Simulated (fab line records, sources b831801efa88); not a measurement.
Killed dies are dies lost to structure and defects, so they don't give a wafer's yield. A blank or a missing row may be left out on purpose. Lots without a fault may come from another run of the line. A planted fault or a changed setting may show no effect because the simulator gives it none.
fab line records | flow sky130
record lots=6 wafers=18 last_day=50
route steps=708 shown VIA3@575
lots that met no fault: from a run of the same line without faults
start_h: hours from the record's first day to the start of the lot's first wafer shown | wait_h: hours since the lot's step before | " the same as in the row above | L1.1+2: a row that stands for several wafers | - no value, or no start given | * or withheld: withheld | < > ~ a bound
route shown NAME@n: a module of which the file shows steps, and the number in the route of the first | usual: mean/standard deviation of fault-free wafers | same: alike in all rows | chamber/n: place in a boat | sites: the reading at each site | _std_site: their standard deviation | _edge_site: outer sites' mean less inner sites' | radius_mm: how far each site lies from the wafer's centre | mask NAME#n: copy n | behind: the tool/chamber that last shaped the wafer | hold: why the lot was held/for how many hours/how that ended | device: the transistor (n, p or np) that didn't switch | end of line: the same wafers' tests at the end of the route | a step without rows: its recipe alone | killed: dies lost to structure and defects at the first sort, not the wafer's yield | map: a wafer's dies, x killed, . not, _ none there
set.NAME: the setting as run; set.NAME@STEP: as run at that earlier step | model.NAME: the simulator's own value behind a step, which no gauge read
lots at some steps of the route; a table a step, a row a wafer
services: from which hour (start_h, from the record's first day; less than 0 if before it) a tool's chamber was out of use, for how many hours, and why
## steps
# step SKY_VIA3_CMP_02
# recipe material=SiO2 down_force_psi=4 platen_rpm=60 pad_velocity_m_s=0.94248
# usual head_pressure_psi=4.000/0.0087 motor_current_A=12.6/1 slurry_filter_dp_kPa=13.49/0.14
# columns lot.wafer tool chamber start_h wait_h head_pressure_psi motor_current_A slurry_filter_dp_kPa
L235.3 cmp-02 2 900.25 0.0 4.000 14.3 13.43
L235.1 " 3 " " 3.999 12.7 13.26
L235.2 " 1 " " 4.002 11.7 13.23
L237.3 cmp-01 1 913.49 0.2 3.991 13.6 13.63
L237.2 " 3 " " 4.015 12.0 13.70
L237.4 " 0 " " 3.990 13.3 13.54
L245.4 cmp-01 3 973.43 0.0 4.013 11.9 13.57
L245.1 " 2 " " 4.001 11.9 13.50
L245.5 " 3 " " 3.999 12.1 13.46
L246.1 cmp-01 3 982.86 0.2 4.003 12.9 13.66
L246.5 " 0 " " 3.998 13.4 13.52
L246.6 " 1 " " 3.997 13.0 13.69
L254.3 cmp-02 2 1033.62 0.1 4.005 14.3 13.52
L254.1 " 0 " " 4.018 11.0 13.45
L254.6 " 2 " " 3.997 14.1 13.44
L258.3 cmp-02 1 1057.78 0.1 4.006 11.0 13.38
L258.2 " 3 " " 3.992 12.8 13.31
L258.5 " 0 " " 4.008 11.1 13.42
# step SKY_VIA3_BOW_MEAS_03
# recipe mode=bow
# usual VIA3_BOW=80/7.4
# columns lot.wafer tool chamber start_h wait_h VIA3_BOW[um]
L235.1 film_metro-04 - 900.55 0.2 80
L235.2 " - " " 78
L235.3 " - " " 85
L237.2 film_metro-04 - 913.81 0.2 90
L237.3 " - " " 84
L237.4 " - " " 82
L245.1 film_metro-01 - 973.73 0.1 79
L245.4 " - " " 80
L245.5 " - " " 77
L246.1 film_metro-04 - 983.01 0.1 73
L246.5 " - " " 67
L246.6 " - " " 79
L254.1 film_metro-04 - 1033.87 0.1 77
L254.3 " - " " 75
L254.6 " - " " 79
L258.2 film_metro-04 - 1058.05 0.1 78
L258.3 " - " " 75
L258.5 " - " " 68
# step SKY_VIA3_DEHYDRATE_04
# recipe temp_c=200 time_s=60
# step SKY_VIA3_HMDS_05
# recipe prime_time_s=60 prime_temp_c=120
# step SKY_VIA3_COAT_06
# recipe resist=BARC temp_c=withheld time_s=withheld spin_rpm=3000 resist_thk_nm=60
# step SKY_VIA3_COAT_07
# recipe resist=KrF-thick spin_rpm=3000 resist_thk_nm=450
# step SKY_VIA3_SOFTBAKE_08
# recipe temp_c=100 time_s=90 resist=KrF-thick
# step SKY_VIA3_EXPOSE_09
# recipe mask_id=VIM3 na=0.8 source_shape=annular sigma_inner=0.55 sigma_outer=0.85 target_cd_nm=200 dose_mj=38
# step SKY_VIA3_PEB_10
# recipe peb_temp_c=withheld peb_time_s=withheld resist=KrF-thick
# step SKY_VIA3_DEVELOP_11
# recipe develop_time_s=60 resist=KrF-thick dev_temp_c=21
# step SKY_VIA3_CD_MEAS_12
# recipe target_cd_nm=200
# usual cd_nm=199.8/1.3
# columns lot.wafer tool chamber start_h wait_h cd_nm
L235.1 cd_sem-01 - 926.77 - 197.6
L235.2 " - " " 200.0
L235.3 " - " " 197.8
L237.2 cd_sem-01 - 938.14 - 201.8
L237.3 " - " " 203.0
L237.4 " - " " 201.4
L245.1 cd_sem-01 - 997.07 - 201.5
L245.4 " - " " 202.9
L245.5 " - " " 202.5
L246.1 cd_sem-02 - 1006.12 - 200.7
L246.5 " - " " 202.3
L246.6 " - " " 201.8
L254.1 cd_sem-01 - 1055.93 - 199.4
L254.3 " - " " 200.4
L254.6 " - " " 200.3
L258.2 cd_sem-01 - 1078.85 - 200.7
L258.3 " - " " 201.7
L258.5 " - " " 201.2
# step SKY_VIA3_OVL_MEAS_13
# usual VIA3_OVL=0/5.1
# columns lot.wafer tool chamber start_h wait_h VIA3_OVL[nm]
L235.1 overlay-01 - 926.89 0.1 -7
L235.2 " - " " -7
L235.3 " - " " -7
L237.2 overlay-01 - 938.25 0.1 6
L237.3 " - " " 1
L237.4 " - " " -1
L245.1 overlay-01 - 997.19 0.1 -7
L245.4 " - " " 1
L245.5 " - " " 4
L246.1 overlay-01 - 1006.24 0.1 4
L246.5 " - " " 8
L246.6 " - " " 4
L254.1 overlay-01 - 1056.05 0.1 1
L254.3 " - " " -5
L254.6 " - " " -1
L258.2 overlay-01 - 1078.96 0.1 -2
L258.3 " - " " 0
L258.5 " - " " 0
# step SKY_VIA3_ETCH_14
# recipe chemistry=N2/H2 target=BARC ion_energy_ev=200 source_w=500 bias_w=100 pressure_mtorr=30 n2_flow_sccm=100 h2_flow_sccm=200 stop_on=SiO2 time_s=45.9 target_depth_a=600
# usual chamber_pressure_mTorr=30.001/0.028 drypump_motor_current_A=6.0/0.5 oes_product_au=0.855/0.005 rf_fwd_power_W=495.6/1.9 throttle_valve_pct=13.225/0.0086
# columns lot.wafer tool chamber start_h wait_h chamber_pressure_mTorr drypump_motor_current_A oes_product_au rf_fwd_power_W rf_hours_counter_h throttle_valve_pct model.KrF-thick_of_VIA3_COAT_07.thk_nm
L235.1 rie_diel-03 2 926.93 0.0 30.002 5.9 0.857 495.2 6 13.216 393.5
L235.2 " 0 " " 29.985 4.8 0.865 497.1 29 13.230 393.8
L235.3 " 1 " " 30.025 5.7 0.854 498.7 16 13.227 393.4
L237.2 rie_diel-04 2 938.28 0.0 29.926 5.5 0.857 493.0 3 13.224 394.3
L237.3 " 0 " " 30.000 6.3 0.850 494.3 8 13.222 394.8
L237.4 " 3 " " 29.992 6.7 0.851 492.4 9 13.230 394.2
L245.1 rie_diel-04 0 997.23 0.0 29.955 6.4 0.865 494.5 10 13.221 395.3
L245.4 " 1 " " 30.001 6.7 0.860 494.9 4 13.235 395.4
L245.5 " 1 " " 30.013 6.7 0.849 495.8 - 13.223 395.3
L246.1 rie_diel-03 1 1006.28 0.0 30.003 5.6 0.860 495.8 18 13.229 391.6
L246.5 " 3 " " 30.005 5.9 0.860 491.9 - 13.217 395.2
L246.6 " 1 " " 29.990 5.7 0.853 497.7 - 13.217 392.2
L254.1 rie_diel-04 0 1056.09 0.0 30.018 6.4 0.851 573.4 12 13.222 389.8
L254.3 " 3 " " 30.005 6.6 0.849 494.6 13 13.238 395.4
L254.6 " 3 " " 30.010 6.6 0.850 495.8 - 13.219 395
L258.2 rie_diel-04 3 1078.99 0.0 30.060 6.6 0.852 496.8 14 13.211 388.2
L258.3 " 0 " " 30.033 6.4 0.854 576.4 13 13.226 385
L258.5 " 1 " " 30.004 6.7 0.852 497.8 - 13.236 389.9
# step SKY_VIA3_ETCH_15
# recipe target=SiO2 chemistry=C4F8/O2/Ar target_depth_nm=507 stop_on=TiN mask_material=KrF-thick source_w=1500 bias_w=1200 pressure_mtorr=40 c4f8_flow_sccm=withheld O2_flow_sccm=6 Ar_flow_sccm=300 time_s=78
# usual chamber_pressure_mTorr=40.00/0.039 oes_product_au=0.946/0.0049 rf_fwd_power_W=1491/5.4
# columns lot.wafer tool chamber start_h wait_h chamber_pressure_mTorr oes_product_au rf_fwd_power_W rf_hours_counter_h model.KrF-thick_of_VIA3_COAT_07.thk_nm
L235.1 rie_diel-03 2 926.97 0.0 39.90 0.944 1493 6 291.5
L235.2 " 0 " " 40.02 0.951 1491 29 292.6
L235.3 " 1 " " 39.98 0.941 1502 16 290.9
L237.2 rie_diel-04 2 938.32 0.0 39.97 0.951 1496 3 293
L237.3 " 0 " " 39.95 0.955 1499 8 294.6
L237.4 " 3 " " 40.00 0.946 1487 9 293.1
L245.1 rie_diel-04 0 997.27 0.0 39.96 0.939 1493 10 294.1
L245.4 " 1 " " 40.03 0.939 1489 4 292.4
L245.5 " 1 " " 40.13 0.943 1486 - 293.3
L246.1 rie_diel-03 1 1006.32 0.0 39.99 0.949 1498 18 288.5
L246.5 " 3 " " 40.06 0.948 1481 - 294.3
L246.6 " 1 " " 40.01 0.946 1486 - 288.6
L254.1 rie_diel-04 0 1056.13 0.0 40.00 0.942 1494 12 288.8
L254.3 " 3 " " 39.96 0.939 1490 13 293.3
L254.6 " 3 " " 40.01 0.945 1489 - 293
L258.2 rie_diel-04 3 1079.03 0.0 40.01 0.948 1493 14 285.2
L258.3 " 0 " " 39.98 0.949 1490 13 284
L258.5 " 1 " " 40.02 0.951 1495 - 288.4
# step SKY_VIA3_STRIP_16
# recipe chemistry=O2/N2 power_w=1400 pressure_mtorr=1500 platen_temp_c=withheld o2_flow_sccm=3000 n2_flow_sccm=300 overash_fraction=0.5
# usual chamber_pressure_mTorr=1499.9/1.3 drypump_motor_current_A=5.5/0.45 oes_product_au=0.402/0.0045 strip_time_to_endpoint_s=4.136/0.023
# columns lot.wafer tool chamber start_h wait_h chamber_pressure_mTorr drypump_motor_current_A oes_product_au rf_hours_counter_h strip_time_to_endpoint_s
L235.1 plasma_asher-04 1 927.03 0.0 1501.0 5.3 0.405 110 4.131
L235.2 " 0 " " 1499.3 5.0 0.398 110 4.136
L235.3 " 1 " " 1499.4 5.3 0.405 - 4.114
L237.2 plasma_asher-01 1 938.38 0.0 1500.0 6.0 0.393 51 4.155
L237.3 " 1 " " 1501.2 6.0 0.403 - 4.164
L237.4 " 0 " " 1501.4 6.6 0.403 - 4.141
L245.1 plasma_asher-02 0 997.33 0.0 1498.6 5.6 0.412 26 4.169
L245.4 " 0 " " 1498.1 5.6 0.400 - 4.126
L245.5 " 0 " " 1500.8 5.6 0.404 - 4.141
L246.1 plasma_asher-02 0 1006.38 0.0 1501.3 5.6 0.400 27 4.112
L246.5 " 0 " " 1501.4 5.6 0.402 - 4.170
L246.6 " 1 " " 1500.6 5.4 0.406 - 4.109
L254.1 plasma_asher-02 0 1056.19 0.0 1500.5 5.6 0.402 32 4.104
L254.3 " 1 " " 1497.6 5.4 0.402 - 4.151
L254.6 " 0 " " 1498.5 5.6 0.403 - 4.139
L258.2 plasma_asher-01 1 1079.09 0.0 1499.4 6.0 0.401 63 4.066
L258.3 " 0 " " 1500.1 6.6 0.406 - 4.042
L258.5 " 1 " " 1501.3 6.0 0.401 - 4.100
# step SKY_VIA3_STRIP_17
# recipe chemistry=post_etch_residue_remover time_s=1200 temp_c=72.5
## services
# columns tool chamber start_h hours kind
rie_diel-03 3 879.13 7.8 repair
cmp-02 - 879.40 0.7 repair
rie_diel-03 2 881.40 19.5 repair
plasma_asher-01 - 882.03 5.1 repair
cmp-02 - 885.99 1.0 repair
rie_diel-04 - 905.35 0.6 repair
cmp-02 - 912.29 4.0 pm
rie_diel-03 1 927.38 10.7 repair
rie_diel-04 - 936.89 0.9 repair
cmp-01 - 938.14 0.5 repair
cmp-02 - 957.93 1.7 repair
cmp-02 - 958.45 1.7 repair
cmp-01 - 972.55 0.3 repair
rie_diel-03 - 979.83 14.6 pm
cmp-02 - 982.22 1.4 repair
cmp-01 - 982.47 0.2 repair
cmp-02 - 985.74 4.4 pm
rie_diel-03 1 1001.26 4.1 repair
rie_diel-04 3 1024.89 8.0 repair
rie_diel-04 1 1025.32 1.6 repair
rie_diel-03 0 1032.71 12.4 repair
cmp-01 - 1041.18 0.8 repair
cmp-02 - 1068.33 1.0 repair
cmp-02 - 1075.59 1.2 repair
## key
first_sign step=SKY_VIA3_ETCH_14 reading=rf_fwd_power_W direction=up sigmas=41 usual=495.6 struck=574.9
effect step=SKY_VIA3_STRIP_16 reading=strip_time_to_endpoint_s direction=down sigmas=2.8 usual=* struck=*
model_effect step=SKY_VIA3_ETCH_14 value=KrF-thick_of_VIA3_COAT_07.thk_nm without=393.5 struck=387.4
model_effect step=SKY_VIA3_ETCH_15 value=KrF-thick_of_VIA3_COAT_07.thk_nm without=292.5 struck=286.4
met_at SKY_VIA3_ETCH_14
struck_wafers L254.1,L258.3
onset_between 997.23 1056.09
fault kind=process_parameter_drift tool=rie_diel-04 chamber=0 onset_h=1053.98 steps=SKY_VIA3_ETCH_14 channel=source_w offset=80 shape=step end_h=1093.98 acts_in=these_recipes_only stated=500
